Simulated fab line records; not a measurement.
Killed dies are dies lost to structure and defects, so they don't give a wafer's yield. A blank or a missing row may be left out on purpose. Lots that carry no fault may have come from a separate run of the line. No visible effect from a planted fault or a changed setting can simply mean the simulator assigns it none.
A struck lot beside a sound one	flow gf180mcu	16 steps out of a route of 602
Sound: these wafers, L994.2, L994.3, L994.5. Struck: wafers L102.5, L102.6. (L102.3 of the same lot was not struck and is left out.) The cause comes at the end.
Order at every step that has rows: each side's tool, ch and its chambers, its first start. Under that, the readings that differ: sound wafers	struck wafers	difference of the means	sigmas: that difference in standard deviations of wafers without a fault.
alike: readings whose means differ by less than 2 such deviations, and words and numbers that are the same on both sides. not compared: withheld readings, readings that some wafer has no value for, bounds like >300 that may hide the same value, and numbers for which the record gives no deviation and whose values overlap.
Wherever a step has rows on one side only, a row that says differs or no value, or a row with sigmas, the two part there. Numbers that have no deviation but don't overlap get no sigmas and don't part them. Lack of a reading on every wafer of one side parts them only where that side has two or more wafers.

first, 3 steps without rows for these wafers: GF_V1_EXPOSE_11 (exposes mask Via1, target cd 260 nm); GF_V1_PEB_12 (peb time 90 s); GF_V1_DEVELOP_13 (develop time 60 s).
GF_V1_CD_MEAS_14 targets a cd of 260 nm.
  struck on cd sem-01, day 21 13:15; sound on cd sem-01, day 18 01:11
  alike: cd nm
GF_V1_OVL_MEAS_15:
  struck on overlay-02, day 21 13:20; sound on overlay-01, day 18 01:17
  alike: V1_OVL
GF_V1_ETCH_16: etches BARC in N2/H2.
  sound on rie diel-02 ch 0,1,2, day 18 01:19; struck on rie diel-02 ch 1,3, day 21 13:22
  alike: drypump motor current A, h2 flow sccm, oes product au, throttle valve pct
GF_V1_ETCH_17: etches SiO2 in C4F8/O2/Ar, stops on TiN, target depth 630 nm.
  sound on rie diel-02 ch 0,1,2; struck on rie diel-02 ch 1,3
  alike: oes product au
GF_V1_STRIP_18: strips in O2/N2.
  sound on plasma asher-02 ch 0,1, day 18 01:27; struck on plasma asher-04 ch 0,1, day 21 13:32
  alike: drypump motor current A, heater power w, oes product au, platen temp c
  not compared: rf hours counter h
then, 2 steps without rows for these wafers: GF_V1_STRIP_19 (strips in post etch residue remover, time 1200 s); GF_V1_CLEAN_20 (cleans in DIW).
GF_V1_SPUTTER_21: material Ti, target thk 15 nm, time 80.02 s.
  struck on pvd sputter-01, day 21 14:02; sound on pvd sputter-01, day 18 02:23
  alike: throttle valve pct
GF_V1_SPUTTER_22: material TiN, target thk 10 nm, time 40 s.
  struck on pvd sputter-01, day 21 14:05; sound on pvd sputter-01, day 18 02:27
  alike: throttle valve pct
GF_V1_CVD_23: deposits W, target thk 350 nm, time 105.05 s.
  sound on cvd w-02 ch 0,1, day 18 02:29; struck on cvd w-02 ch 0,1, day 21 14:10
reading	sound	struck	difference	sigmas
model.W_of_V1_CVD_23.thk nm (nm)	353.7 369.5 369.3	341.7 325	-30.8	
  alike: heater power w
GF_V1_RS_MEAS_24: the measuring method here is four-point-probe.
  struck on film metro-03, day 21 14:17; sound on film metro-01, day 18 02:38
reading	sound	struck	difference	sigmas
V1_W_RS (ohm/sq)	0.324 0.310 0.309	0.335 0.352	+0.029	+3
GF_V1_THK_MEAS_25: measures by xrf.
  struck on film metro-03, day 21 14:23; sound on film metro-01, day 18 02:44
reading	sound	struck	difference	sigmas
V1_W_THK (nm)	357 374 371	348 333	-27	-2
GF_PASSIVATION_PROBE_99:
  rows exist in the record for the sound wafers here (prober-02, day 28 23:03), none for the struck ones

## WHERE THEY PART
Last at GF_PASSIVATION_PROBE_99 as far as this record goes, first at GF_V1_RS_MEAS_24.

WHY: whatever the simulator had introduced
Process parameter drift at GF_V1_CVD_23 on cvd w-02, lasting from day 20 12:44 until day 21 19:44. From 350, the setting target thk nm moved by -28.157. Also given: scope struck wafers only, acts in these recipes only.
